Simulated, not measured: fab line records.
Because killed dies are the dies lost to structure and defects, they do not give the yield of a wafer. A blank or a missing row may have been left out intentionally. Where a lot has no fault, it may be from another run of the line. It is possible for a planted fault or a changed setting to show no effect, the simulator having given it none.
What tool caused it? / flow gf180mcu / Sampling: 6 lots, 18 wafers, 2 of 602 route steps

== WHAT THE GAUGES SHOWED, per wafer ==
GF_HV_LDD_TW_MEAS_38.
lot=L353; measured=day 12 18:55; on=film metro-02; HV_LDD_3_TW=1432 1433 1426
lot=L354; measured=day 13 09:39; on=film metro-01; HV_LDD_3_TW=1452 1459 1455
lot=L357; measured=day 14 08:06; on=film metro-04; HV_LDD_3_TW=1420 1427 1427
lot=L360; measured=day 15 14:01; on=film metro-01; HV_LDD_3_TW=1458 1457 1457
lot=L362; measured=day 16 22:05; on=film metro-02; HV_LDD_3_TW=1428 1432 1427
lot=L369; measured=day 18 03:02; on=film metro-01; HV_LDD_3_TW=1452 1453 1457

== EACH LOT AND THE TOOL THAT RAN IT (in order: tool; ch and the chambers of the sampled wafers; start) ==
lot=L353; GF_HV_LDD_IMPLANT_35=implanter-03 ch 0, day 12 18:34
lot=L354; GF_HV_LDD_IMPLANT_35=implanter-04 ch 0, day 13 09:17
lot=L357; GF_HV_LDD_IMPLANT_35=implanter-01 ch 0, day 14 07:43
lot=L360; GF_HV_LDD_IMPLANT_35=implanter-03 ch 0, day 15 13:37
lot=L362; GF_HV_LDD_IMPLANT_35=implanter-04 ch 0, day 16 21:41
lot=L369; GF_HV_LDD_IMPLANT_35=implanter-04 ch 0, day 18 02:38
- GF_HV_LDD_IMPLANT_35

== THE ANSWER, worked out from the rows above alone ==
Rule: what is usual is taken from the lots themselves. The widest of any qualifying gaps counts: lots, ordered by their means at a reading, are off when they make up no more than a third of the lots, leave a main group of 4 or more, and stand apart from it by 3 or more times the standard deviation of that group's means. Not used: any main group whose means are identical at the precision the tables above print for the reading. A lot without any number at a reading at which 4 lots or more have one is off too. Any other lot the step has rows for is counted as sound.
No lot is off at any reading shown: from this, nothing can be told.

== WHAT THE SIMULATOR HAD INSERTED ==
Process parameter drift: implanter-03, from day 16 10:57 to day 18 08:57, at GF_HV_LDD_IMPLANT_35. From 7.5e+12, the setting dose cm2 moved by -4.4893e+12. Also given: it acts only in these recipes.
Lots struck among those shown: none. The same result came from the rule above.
